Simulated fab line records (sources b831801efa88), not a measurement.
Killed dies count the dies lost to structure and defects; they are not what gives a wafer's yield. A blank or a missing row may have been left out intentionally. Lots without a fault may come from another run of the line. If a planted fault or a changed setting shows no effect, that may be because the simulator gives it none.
Tool commonality check    flow sky130    11 lots, 33 wafers sampled

WHAT PROMPTED THE OPENING
At SKY_PWDE_TW_MEAS_10 the reading PWDE_TW is flagged on 2 of 11 lots. Fault-free wafers read 371, with a standard deviation of 3.2.
Rule: flag the lot when none of its wafers has a number, or when each of its wafers that has one lies beyond 4 standard deviations from that mean. The rest of the lots are taken to be sound.

lot   measured     on            PWDE_TW, wafer by wafer  flag
L169  day 3 21:04  filmMetro-02  366 366 364              
L170  day 4 03:04  filmMetro-01  373 374 371              
L171  day 4 09:51  filmMetro-02  369 367 367              
L172  day 4 16:04  filmMetro-01  372 373 372              
L174  day 4 23:46  filmMetro-02  368 366 367              
L175  day 5 08:13  filmMetro-03  373 375 372              
L176  day 5 13:55  filmMetro-01  374 375 377              
L188  day 8 08:14  filmMetro-03  401 401 401              FLAGGED
L189  day 8 15:34  filmMetro-01  398 397 400              FLAGGED
L190  day 8 22:14  filmMetro-03  372 374 376              
L191  day 9 05:58  filmMetro-01  370 373 371              
The mean of the flagged lots' numbers is 400, +29 from the usual (+9 standard deviations).

TOOL THAT RAN EACH LOT
The record holds 1 process step before the reading, out of a route of 708 steps. In each cell: the tool, then ch and the chambers that the sampled wafers went through, then the start.
lot   flag     SKY_PWDE_IMPLANT_08
L169           implanter-04 ch 0, day 3 20:49
L170           implanter-04 ch 0, day 4 02:49
L171           implanter-04 ch 0, day 4 09:38
L172           implanter-04 ch 0, day 4 15:49
L174           implanter-01 ch 0, day 4 23:32
L175           implanter-01 ch 0, day 5 07:58
L176           implanter-04 ch 0, day 5 13:42
L188  FLAGGED  implanter-04 ch 0, day 8 07:59
L189  FLAGGED  implanter-04 ch 0, day 8 15:19
L190           implanter-03 ch 0, day 8 22:00
L191           implanter-03 ch 0, day 9 05:43
What is done by these steps:
- SKY_PWDE_IMPLANT_08
- SKY_PWDE_TW_MEAS_10

FLAGGED AGAINST TOTAL, ONE TOOL AT A TIME (gauges that did the reading follow at the end)
step                 tool          lots run  flagged  share of the flagged lots  sound lots run after its first flagged lot
SKY_PWDE_IMPLANT_08  implanter-01  2         0        none                       -
SKY_PWDE_IMPLANT_08  implanter-03  2         0        none                       -
SKY_PWDE_IMPLANT_08  implanter-04  7         2        all                        0
SKY_PWDE_TW_MEAS_10  filmMetro-01  5         1        some                       1 (L191)
SKY_PWDE_TW_MEAS_10  filmMetro-02  3         0        none                       -
SKY_PWDE_TW_MEAS_10  filmMetro-03  3         1        some                       1 (L190)

WHAT IS ALLOWED BY THE TABLE
1 row of the table ran every flagged lot: implanter-04 at SKY_PWDE_IMPLANT_08.
- implanter-04 at SKY_PWDE_IMPLANT_08: 2 of its 7 lots flagged. A fault beginning between L176 (day 5 13:42), its last sound lot, and L188 (day 8 07:59), its first flagged one, fits the data. Its own readings (beamOnS, endStationPressureTorr, faradayCurrentUA) fall more than 4 standard deviations out on all wafers of the flagged lots.
Just one tool remains: implanter-04 at SKY_PWDE_IMPLANT_08.

WHAT THE SIMULATOR PUT IN
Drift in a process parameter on implanter-04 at SKY_PWDE_IMPLANT_08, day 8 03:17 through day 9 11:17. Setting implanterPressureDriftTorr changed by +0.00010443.
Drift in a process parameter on implanter-04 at SKY_PWDE_IMPLANT_08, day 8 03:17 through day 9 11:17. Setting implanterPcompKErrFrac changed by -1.
Lots struck among those shown: L188, L189. The same result came from the rule above.
